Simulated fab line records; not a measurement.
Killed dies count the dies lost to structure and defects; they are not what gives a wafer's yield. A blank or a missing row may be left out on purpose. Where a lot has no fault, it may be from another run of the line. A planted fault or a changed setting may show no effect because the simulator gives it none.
Comparing a struck lot with a sound one :: flow sky130 :: 43 steps out of a route of 708
Sound: these wafers, L237.1, L237.4, L237.5. Struck: wafers L249.1, L249.2, L249.5. The cause is given at the end.
Per side, at each step with rows, come the tool, then ch with its chambers, and then its first start. Under that, the readings that differ: sound wafers :: struck wafers :: difference of the means :: sigmas: that difference in standard deviations of wafers without a fault.
alike: words and numbers the same on both sides, and readings whose means are apart by under 2 such deviations; not compared: readings that were withheld, readings missing a value for some wafer, numbers with overlapping values and no deviation given by the record, and bounds like >300 which may hide the same value.
The two part at a step that has a row with sigmas, a row that says differs or no value, or rows on one side only. When numbers do not overlap yet have no deviation, they are printed without sigmas and do not part them. A reading that every wafer of one side lacks parts them only if that side has two wafers or more.

first, 4 steps without rows for these wafers: SKY_LDD_N_SOFTBAKE_03 (time 60 s); SKY_LDD_N_EXPOSE_04 (exposes mask NTM, target cd 840 nm); SKY_LDD_N_PEB_05; SKY_LDD_N_DEVELOP_06 (develop time 60 s).
SKY_LDD_N_OVL_MEAS_07:
  struck on overlay-02, day 23 05:14; sound on overlay-02, day 17 23:49
  alike: LDD_N_OVL
then, 7 steps without rows for these wafers: SKY_LDD_N_IMPLANT_08; SKY_LDD_N_IMPLANT_09; SKY_LDD_N_IMPLANT_10; SKY_LDD_N_IMPLANT_11; SKY_LDD_N_IMPLANT_12; SKY_LDD_N_IMPLANT_13; SKY_LDD_N_IMPLANT_14.
SKY_LDD_N_IMPLANT_15:
  sound on implanter-04 ch 0, day 18 00:54; struck on implanter-01 ch 0, day 23 06:19
  alike: doseIonsCm2, tiltDeg
SKY_LDD_N_STRIP_16: strips in O2/N2.
  sound on plasmaAsher-03 ch 0,1, day 18 01:03; struck on plasmaAsher-03 ch 0,1, day 23 06:28
reading: stripTimeToEndpointS (s)
sound: 4.309 4.289 4.294
struck: 4.331 4.332 4.319
difference: +0.030
sigmas: +2
  alike: drypumpMotorCurrentA, oesProductAu
  not compared: rfHoursCounterH
SKY_LDD_N_TW_MEAS_17:
  struck on filmMetro-04, day 23 06:34; sound on filmMetro-04, day 18 01:09
  alike: LDD_N_TW
then, 7 steps without rows for these wafers: SKY_LDD_P_DEHYDRATE_00 (time 60 s); SKY_LDD_P_HMDS_01 (prime time 60 s); SKY_LDD_P_COAT_02 (resist thk 1140 nm); SKY_LDD_P_SOFTBAKE_03 (time 60 s); SKY_LDD_P_EXPOSE_04 (exposes mask PSDM, target cd 380 nm); SKY_LDD_P_PEB_05; SKY_LDD_P_DEVELOP_06 (develop time 60 s).
SKY_LDD_P_CD_MEAS_07 targets a cd of 380 nm.
  struck on cdSem-01, day 24 12:43; sound on cdSem-02, day 19 06:44
  alike: cdNm
SKY_LDD_P_OVL_MEAS_08:
  struck on overlay-02, day 24 12:50; sound on overlay-01, day 19 06:52
  alike: LDD_P_OVL
next, for these wafers, 1 step has no rows: SKY_LDD_P_IMPLANT_09.
SKY_LDD_P_STRIP_10: strips in O2/N2.
  sound on plasmaAsher-04 ch 0, day 19 07:03; struck on plasmaAsher-03 ch 0,1, day 24 13:01
reading: stripTimeToEndpointS (s)
sound: 14.19 14.23 14.22
struck: 14.08 14.08 14.12
difference: -0.12
sigmas: -3
  alike: drypumpMotorCurrentA, oesProductAu
  not compared: rfHoursCounterH
SKY_LDD_P_TW_MEAS_11:
  struck on filmMetro-03, day 24 13:07; sound on filmMetro-01, day 19 07:09
  alike: LDD_P_TW
then, 7 steps without rows for these wafers: SKY_LDD_HVN_DEHYDRATE_00 (time 60 s); SKY_LDD_HVN_HMDS_01 (prime time 60 s); SKY_LDD_HVN_COAT_02 (resist thk 300 nm); SKY_LDD_HVN_SOFTBAKE_03 (time 60 s); SKY_LDD_HVN_EXPOSE_04 (exposes mask HVNTM, target cd 700 nm); SKY_LDD_HVN_PEB_05; SKY_LDD_HVN_DEVELOP_06 (develop time 60 s).
SKY_LDD_HVN_OVL_MEAS_07:
  struck on overlay-02, day 25 17:55; sound on overlay-01, day 20 13:46
  alike: LDD_HVN_OVL
next, for these wafers, 1 step has no rows: SKY_LDD_HVN_IMPLANT_08.
SKY_LDD_HVN_STRIP_09: strips in O2/N2.
  sound on plasmaAsher-03 ch 0,1, day 20 13:58; struck on plasmaAsher-02 ch 0,1, day 25 18:06
  alike: drypumpMotorCurrentA, oesProductAu, stripTimeToEndpointS
  not compared: rfHoursCounterH
SKY_LDD_HVN_TW_MEAS_10:
  struck on filmMetro-01, day 25 18:12; sound on filmMetro-04, day 20 14:04
  alike: LDD_HVN_TW
then, 4 steps without rows for these wafers: SKY_LDD_HVP_DEHYDRATE_00 (time 60 s); SKY_LDD_HVP_HMDS_01 (prime time 60 s); SKY_LDD_HVP_COAT_02 (resist thk 300 nm); SKY_LDD_HVP_SOFTBAKE_03 (time 60 s).
-- a jump in the record: the struck wafers' starts before and after are 24 days apart (it breaks off in module LDD_HVP and resumes in module PAD_OPEN, where the first step shown is number 708 of the route) --
SKY_PAD_OPEN_PROBE_99:
  struck on prober-02, day 49 12:46; sound on prober-02, day 46 02:09
  alike: killed_at_M0_to_M3, killed_at_M4_up, killedAtContacts, killedAtFrontEnd, killedAtOther, killedDies, killedOpen, killedShort
  not compared: model.etest.nfet_01v8_turned.vtSatV

## WHERE THEY PART
Last at SKY_LDD_P_STRIP_10 as far as this record goes, first at SKY_LDD_N_STRIP_16. Later steps at which nothing parts them and some readings are alike: SKY_LDD_P_TW_MEAS_11, SKY_LDD_HVN_OVL_MEAS_07, SKY_LDD_HVN_STRIP_09, SKY_LDD_HVN_TW_MEAS_10, SKY_PAD_OPEN_PROBE_99.

WHY: the cause the simulator had injected
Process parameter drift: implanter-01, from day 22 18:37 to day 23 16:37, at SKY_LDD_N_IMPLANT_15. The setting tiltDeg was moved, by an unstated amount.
